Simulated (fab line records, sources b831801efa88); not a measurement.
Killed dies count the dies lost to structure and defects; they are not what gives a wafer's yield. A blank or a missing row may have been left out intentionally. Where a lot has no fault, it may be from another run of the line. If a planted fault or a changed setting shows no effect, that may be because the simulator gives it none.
What tool caused it? + flow gf180mcu + 14 lots with 39 wafers sampled at 4 steps, on a route of 602 steps

## WHAT THE GAUGES SHOWED, per wafer
GF_HV_LDD_OVL_MEAS_08.
| lot  | measured     | on         | HV_LDD_OVL (nm) |
|------|--------------|------------|-----------------|
| L353 | day 9 22:55  | overlay-01 | -2.8 -1.9 -1.0  |
| L355 | day 10 13:46 | overlay-01 | -0.3 -0.8 -0.1  |
| L356 | day 10 22:07 | overlay-02 | 1.1 0.4 -1.3    |
| L357 | day 11 05:19 | overlay-01 | 1.6 -3.1 0.3    |
| L358 | day 11 14:05 | overlay-02 | -0.2 -2.6 -0.7  |
| L359 | day 11 22:34 | overlay-01 | 1.1 4.4 1.1     |
| L368 | day 14 15:17 | overlay-01 | -2.1 -2.3       |
| L369 | day 15 00:10 | overlay-02 | -0.8 -1.8       |
| L370 | day 15 05:38 | overlay-02 | 1.2 -0.3        |
| L371 | day 15 12:59 | overlay-02 | -0.5 -1.8 1.0   |
| L372 | day 15 19:23 | overlay-02 | -0.5 -0.2 -0.7  |
| L373 | day 16 05:02 | overlay-02 | 1.3 0.3 1.0     |
| L374 | day 16 12:10 | overlay-01 | 0.5 -1.3 -1.5   |
| L375 | day 16 19:09 | overlay-02 | 1.1 -0.6 0.2    |

GF_V1_BOW_MEAS_05.
| lot  | measured     | on            | V1_BOW (um) |
|------|--------------|---------------|-------------|
| L353 | day 17 02:13 | film_metro-02 | 77 79 72    |
| L355 | day 17 21:54 | film_metro-03 | 80 89 77    |
| L356 | day 18 08:42 | film_metro-02 | 89 94 85    |
| L357 | day 18 15:55 | film_metro-04 | 74 74 83    |
| L358 | day 19 03:58 | film_metro-03 | 80 73 84    |
| L359 | day 19 15:14 | film_metro-04 | 85 86 80    |
| L368 | day 22 19:04 | film_metro-04 | 88 91       |
| L369 | day 23 05:06 | film_metro-04 | 90 81       |
| L370 | day 23 10:17 | film_metro-02 | 90 78       |
| L371 | day 23 17:51 | film_metro-02 | 86 75 85    |
| L372 | day 24 00:48 | film_metro-03 | 88 81 76    |
| L373 | day 24 10:33 | film_metro-02 | 94 83 94    |
| L374 | day 24 16:14 | film_metro-02 | 92 80 71    |
| L375 | day 24 22:21 | film_metro-02 | 86 80 86    |

## EACH LOT AND THE TOOL THAT RAN IT (in order: tool; ch and the chambers of the sampled wafers; start)
| lot  | GF_NSD_STRIP_11                      | GF_SAB_ETCH_11                     |
|------|--------------------------------------|------------------------------------|
| L353 | plasma_asher-04 ch 0,1, day 13 07:20 | rie_diel-04 ch 0,1,3, day 15 01:28 |
| L355 | plasma_asher-04 ch 0,1, day 13 23:32 | rie_diel-02 ch 2,3, day 15 19:16   |
| L356 | plasma_asher-04 ch 0,1, day 14 09:47 | rie_diel-02 ch 0,1,2, day 16 05:42 |
| L357 | plasma_asher-03 ch 0,1, day 14 17:26 | rie_diel-03 ch 0,1,3, day 16 13:53 |
| L358 | plasma_asher-04 ch 0,1, day 15 03:59 | rie_diel-03 ch 0,1,2, day 17 00:34 |
| L359 | plasma_asher-03 ch 0,1, day 15 13:15 | rie_diel-02 ch 1,2,3, day 17 11:10 |
| L368 | plasma_asher-03 ch 1, day 18 14:34   | rie_diel-02 ch 1, day 20 15:06     |
| L369 | plasma_asher-02 ch 0, day 18 23:54   | rie_diel-02 ch 0,1, day 21 01:35   |
| L370 | plasma_asher-04 ch 0, day 19 06:19   | rie_diel-02 ch 0,2, day 21 07:13   |
| L371 | plasma_asher-02 ch 0,1, day 19 14:37 | rie_diel-04 ch 1,2,3, day 21 15:42 |
| L372 | plasma_asher-03 ch 0,1, day 19 21:12 | rie_diel-04 ch 0,1,2, day 21 21:57 |
| L373 | plasma_asher-03 ch 0,1, day 20 08:33 | rie_diel-03 ch 2,3, day 22 09:04   |
| L374 | plasma_asher-03 ch 0,1, day 20 16:12 | rie_diel-04 ch 0,2,3, day 22 15:21 |
| L375 | plasma_asher-04 ch 0,1, day 20 22:10 | rie_diel-04 ch 1,2, day 22 20:58   |
- GF_NSD_STRIP_11: strips in O2/N2.
- GF_SAB_ETCH_11: etches SiO2 in C4F8/O2/Ar, target depth 55 nm, time 8.5 s.

## WHAT THE TOOLS THEMSELVES READ (means of the sampled wafers that have a number; where no wafer has one, the mark that the record gives instead)
GF_NSD_STRIP_11.
| lot  | tool            | chamber_pressure_mTorr (mTorr) | drypump_motor_current_A (A) | heater_power_w (W) | oes_product_au (a.u.) | strip_time_to_endpoint_s (s) |
|------|-----------------|--------------------------------|-----------------------------|--------------------|-----------------------|------------------------------|
| L353 | plasma_asher-04 | 1499                           | 6.1                         | 322                | 0.487                 | 22.98                        |
| L355 | plasma_asher-04 | 1500                           | 6.3                         | 329                | 0.487                 | 22.99                        |
| L356 | plasma_asher-04 | 1500                           | 6.1                         | 326                | 0.486                 | 23.00                        |
| L357 | plasma_asher-03 | 1500                           | 5.5                         | 353                | 0.488                 | 22.92                        |
| L358 | plasma_asher-04 | 1501                           | 6.1                         | 325                | 0.489                 | 22.99                        |
| L359 | plasma_asher-03 | 1498                           | 5.8                         | 355                | 0.489                 | 22.94                        |
| L368 | plasma_asher-03 | 1501                           | 5.3                         | 350                | 0.491                 | 23.00                        |
| L369 | plasma_asher-02 | 1500                           | 5.8                         | 291                | 0.489                 | 22.95                        |
| L370 | plasma_asher-04 | 1501                           | 5.9                         | 322                | 0.485                 | 22.95                        |
| L371 | plasma_asher-02 | 1498                           | 5.7                         | 329                | 0.487                 | 22.94                        |
| L372 | plasma_asher-03 | 1500                           | 5.8                         | 362                | 0.492                 | 22.94                        |
| L373 | plasma_asher-03 | 1502                           | 5.8                         | 357                | 0.486                 | 22.98                        |
| L374 | plasma_asher-03 | 1500                           | 5.8                         | 359                | 0.486                 | 22.93                        |
| L375 | plasma_asher-04 | 1499                           | 6.1                         | 325                | 0.492                 | 22.90                        |

GF_SAB_ETCH_11.
| lot  | tool        | chamber_pressure_mTorr (mTorr) | oes_product_au (a.u.) |
|------|-------------|--------------------------------|-----------------------|
| L353 | rie_diel-04 | 40.01                          | 0.999                 |
| L355 | rie_diel-02 | 39.98                          | 1.007                 |
| L356 | rie_diel-02 | 40.00                          | 1.005                 |
| L357 | rie_diel-03 | 40.03                          | 0.999                 |
| L358 | rie_diel-03 | 39.97                          | 0.999                 |
| L359 | rie_diel-02 | 39.96                          | 0.999                 |
| L368 | rie_diel-02 | 40.00                          | 0.946                 |
| L369 | rie_diel-02 | 39.98                          | 0.951                 |
| L370 | rie_diel-02 | 39.94                          | 0.901                 |
| L371 | rie_diel-04 | 39.99                          | 0.994                 |
| L372 | rie_diel-04 | 39.96                          | 0.995                 |
| L373 | rie_diel-03 | 39.98                          | 0.995                 |
| L374 | rie_diel-04 | 40.01                          | 0.996                 |
| L375 | rie_diel-04 | 40.02                          | 0.998                 |

## THE ANSWER, worked out from the rows above alone
Rule: the lots themselves supply what counts as usual. The widest of any qualifying gaps counts: lots, ordered by their means at a reading, are off when they make up no more than a third of the lots, leave a main group of 4 or more, and stand apart from it by 3 or more times the standard deviation of that group's means. If all means in a main group match to the digits the tables above print for the reading, that group is not used. A lot without any number at a reading at which 4 lots or more have one is off too. Where the step has rows for the other lots, those lots are counted as sound. The gauges are gone through in route order, then the tools' own readings, and for those a lot's mean is taken as printed above. The first step at which some lot is off is used, and at that step the reading that is off furthest; a lot without a number counts as furthest.
Off, at GF_SAB_ETCH_11 on oes_product_au: L368, L369, L370. Main group: mean 0.999 a.u., sd 0.0039.
A tool fits if, at that step or a process step before it, it ran every lot that is off, and no sound lot after the first of them. One candidate fits, namely rie_diel-02 at GF_SAB_ETCH_11. A fault onset in the window from L359 (day 17 11:10, its last sound lot) to L368 (day 20 15:06, its first lot off) fits.
On the lots that are off, the tool's own readings at GF_SAB_ETCH_11 differ by more than 5 times the standard deviation of the sound lots' means, which bears it out; oes_product_au reads 0.933 a.u. there versus 0.999 a.u. on the sound lots.

## WHAT WAS PUT IN BY THE SIMULATOR
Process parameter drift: rie_diel-02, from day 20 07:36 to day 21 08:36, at GF_SAB_ETCH_11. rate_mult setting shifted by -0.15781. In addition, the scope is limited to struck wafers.
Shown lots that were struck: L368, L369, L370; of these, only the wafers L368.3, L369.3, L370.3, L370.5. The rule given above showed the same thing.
